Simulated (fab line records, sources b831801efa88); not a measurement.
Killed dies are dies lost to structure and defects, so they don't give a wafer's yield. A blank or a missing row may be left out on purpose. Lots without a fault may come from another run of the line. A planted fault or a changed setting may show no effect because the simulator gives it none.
Tool commonality check | flow gf180mcu | 13 lots, 39 wafers sampled

WHY IT WAS OPENED
At GF_CONTACT_CD_MEAS_14 the reading cd_nm is flagged on 1 of 13 lots. Wafers without a fault read 220.3 nm, standard deviation 1.5.
Rule: a lot is flagged when every wafer of it that has a number lies more than 4 standard deviations from that mean, or none has a number. The other lots count as sound.

lot  | measured     | on        | cd_nm (nm), wafer by wafer | flag
L826 | day 16 04:13 | cd_sem-01 | 222.7 222.6 223.6          |
L827 | day 16 13:29 | cd_sem-01 | 220.1 218.8 220.1          |
L830 | day 17 15:10 | cd_sem-01 | 221.1 221.7 220.9          |
L829 | day 17 19:36 | cd_sem-02 | 219.7 219.5 219.2          |
L831 | day 18 07:33 | cd_sem-01 | 220.1 219.9 220.8          |
L836 | day 20 01:37 | cd_sem-01 | 219.5 218.4 219.5          |
L838 | day 20 21:14 | cd_sem-02 | 220.2 221.8 221.8          |
L839 | day 20 23:39 | cd_sem-01 | 191.4 192.0 190.5          | FLAGGED
L841 | day 21 21:00 | cd_sem-01 | 219.4 220.5 220.6          |
L844 | day 22 14:43 | cd_sem-01 | 222.9 223.9 222.0          |
L847 | day 23 17:22 | cd_sem-01 | 219.5 220.5 220.9          |
L848 | day 23 23:23 | cd_sem-01 | 220.5 221.8 222.9          |
L849 | day 24 06:20 | cd_sem-02 | 221.0 220.1 221.2          |
The numbers of the flagged lots are 191.3 nm on average: -29.0 nm against the usual, or -19 standard deviations.

WHICH TOOL RAN EACH LOT
The record holds 1 process step before the reading, out of a route of 602 steps. In each cell: the tool, then ch and the chambers that the sampled wafers went through, then the start.
lot  | flag    | GF_CONTACT_EXPOSE_11
L826 |         | krf_scanner-02 ch 0, day 15 17:32
L827 |         | krf_scanner-02 ch 0, day 16 01:58
L830 |         | krf_scanner-02 ch 0, day 17 04:05
L829 |         | krf_scanner-01 ch 0, day 17 08:43
L831 |         | krf_scanner-01 ch 0, day 17 20:40
L836 |         | krf_scanner-01 ch 0, day 19 14:22
L838 |         | krf_scanner-01 ch 0, day 20 08:59
L839 | FLAGGED | krf_scanner-01 ch 0, day 20 11:15
L841 |         | krf_scanner-01 ch 0, day 21 08:47
L844 |         | krf_scanner-01 ch 0, day 22 03:24
L847 |         | krf_scanner-01 ch 0, day 23 06:04
L848 |         | krf_scanner-01 ch 0, day 23 12:35
L849 |         | krf_scanner-02 ch 0, day 23 19:28
What these steps do:
- GF_CONTACT_EXPOSE_11: exposes mask Contact, target cd 220 nm.
- GF_CONTACT_CD_MEAS_14: target cd 220 nm.

FLAGGED OVER TOTAL, TOOL BY TOOL (the gauges that took the reading come last)
step                  | tool           | lots run | flagged | share of the flagged lots | sound lots run after its first flagged lot
GF_CONTACT_EXPOSE_11  | krf_scanner-01 | 9        | 1       | all                       | 4 (L841,L844,L847,L848)
GF_CONTACT_EXPOSE_11  | krf_scanner-02 | 4        | 0       | none                      | -
GF_CONTACT_CD_MEAS_14 | cd_sem-01      | 10       | 1       | all                       | 4 (L841,L844,L847,L848)
GF_CONTACT_CD_MEAS_14 | cd_sem-02      | 3        | 0       | none                      | -

WHAT THE TABLE ALLOWS
2 rows of the table ran every flagged lot: krf_scanner-01 at GF_CONTACT_EXPOSE_11, cd_sem-01 at GF_CONTACT_CD_MEAS_14.
- krf_scanner-01 at GF_CONTACT_EXPOSE_11: 1 of its 9 lots flagged. Sound lots ran on it after the first flagged one (L841, L844, L847, L848), which a lasting fault on the whole tool wouldn't allow.
- cd_sem-01 at GF_CONTACT_CD_MEAS_14: 1 of its 10 lots flagged. Sound lots ran on it after the first flagged one (L841, L844, L847, L848), which a lasting fault on the whole tool wouldn't allow.
No row of the table ran every flagged lot and no sound lot after the first.

WHAT THE SIMULATOR HAD PUT IN
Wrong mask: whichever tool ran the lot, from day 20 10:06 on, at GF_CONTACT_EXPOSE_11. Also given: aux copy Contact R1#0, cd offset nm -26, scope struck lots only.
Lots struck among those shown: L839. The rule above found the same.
